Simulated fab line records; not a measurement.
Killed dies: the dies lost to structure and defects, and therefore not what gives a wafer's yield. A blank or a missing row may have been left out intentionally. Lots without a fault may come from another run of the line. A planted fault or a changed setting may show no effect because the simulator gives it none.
Problem report, 8D (eight disciplines) form, completed by code | flow sky130 | the parts of the form that need people (team, actions taken, sign-off) are left out

1. THE ISSUE
Across 6 wafers from 2 lots, LDD_HVP_TW at SKY_LDD_HVP_TW_MEAS_10 averages 417, while fault-free wafers read 460 with a standard deviation of 5.1. That is -8.5 standard deviations from the usual mean.
Earliest sighting: wafer L446.3 on film metro-03 at day 23 08:07. The record holds 36 wafers of 12 lots with a number at this step. Rule for "out" (also "out of limits"): further than 4 standard deviations from the usual mean. All remaining wafers that have a number are taken as sound.

2. WHAT IT IS; WHAT IT IS NOT
question                    | is                     | is not
which readings at this step | LDD_HVP_TW             | -
which lots                  | L446, L447             | L442, L443, L444, L449, L455, L458, L459, L460, L463, L465
which wafers of those lots  | all that have a number | -
read on which gauges        | film metro-03          | film metro-01, film metro-02
when                        | from day 23 08:07      | up to then (9 sound wafers); but 21 sound wafers of L449, L455, L458, L459, L460, L463, L465 came after

3. WHAT RULES OUT EACH SUSPECT
Counting: a tool at any process step up to the reading remains a suspect when it ran all the lots that are out and ran no sound lot after the first of those.
- ruled out: the gauge at SKY_LDD_HVP_TW_MEAS_10. All the wafers that are out were read on film metro-03, but those of them that SKY_LDD_HVP_IMPLANT_08 has rows for are out there too, on other tools.
- rie diel-04 at SKY_POLY_GATE_ETCH_15 (etches BARC in N2/H2, stops on SiO2, time 118.5 s, target depth 110 nm): ruled out as a lasting fault. Following L446 (day 17 21:50), the first lot on it that is out, the sound lots L458, L460, L465 were run on it.
- implanter-03 at SKY_LDD_HVP_IMPLANT_08: ruled out as a lasting fault. Following L446 (day 23 07:54), the first lot on it that is out, the sound lots L459, L460, L463 were run on it.
Left after counting: nothing in the record.

4. THE CAUSE (what the simulator had put in)
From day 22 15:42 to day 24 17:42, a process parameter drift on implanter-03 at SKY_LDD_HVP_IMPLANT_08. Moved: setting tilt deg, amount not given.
The count ruled it out by mistake, since the rule takes a fault to strike every lot its tool runs from the start of the fault on, and this one did not do so.

5. THE CHAIN OF EFFECTS, in route order
Each row: a reading where the mean over the struck wafers with a number is more than 3 standard deviations away from the usual. Only readings whose record carries a usual standard deviation are examined. hours: median over the lots of the time between each lot's start at the first step of this table that gives one and its start at this step. sigmas: the change, counted in usual standard deviations.
hours | step                   | reading    | usual          | on struck wafers | change  | sigmas
0     | SKY_LDD_HVP_IMPLANT_08 | tilt deg   | 17.896 degrees | -0.003           | -17.899 | -99 or more
0     | SKY_LDD_HVP_TW_MEAS_10 | LDD_HVP_TW | 460            | 417              | -43     | -8.5
It contains these process steps:
- SKY_LDD_HVP_IMPLANT_08

6. WHAT WOULD HAVE CAUGHT IT SOONER
The first out-of-limits reading at a measuring or inspecting step in this record came at day 23 08:07, 16 hours after the fault's start at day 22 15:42.
At SKY_LDD_HVP_IMPLANT_08, the tool's own readings (tilt deg) were out on each struck wafer the step has a row for, so an alarm limit on them would have fired on the first such wafer.
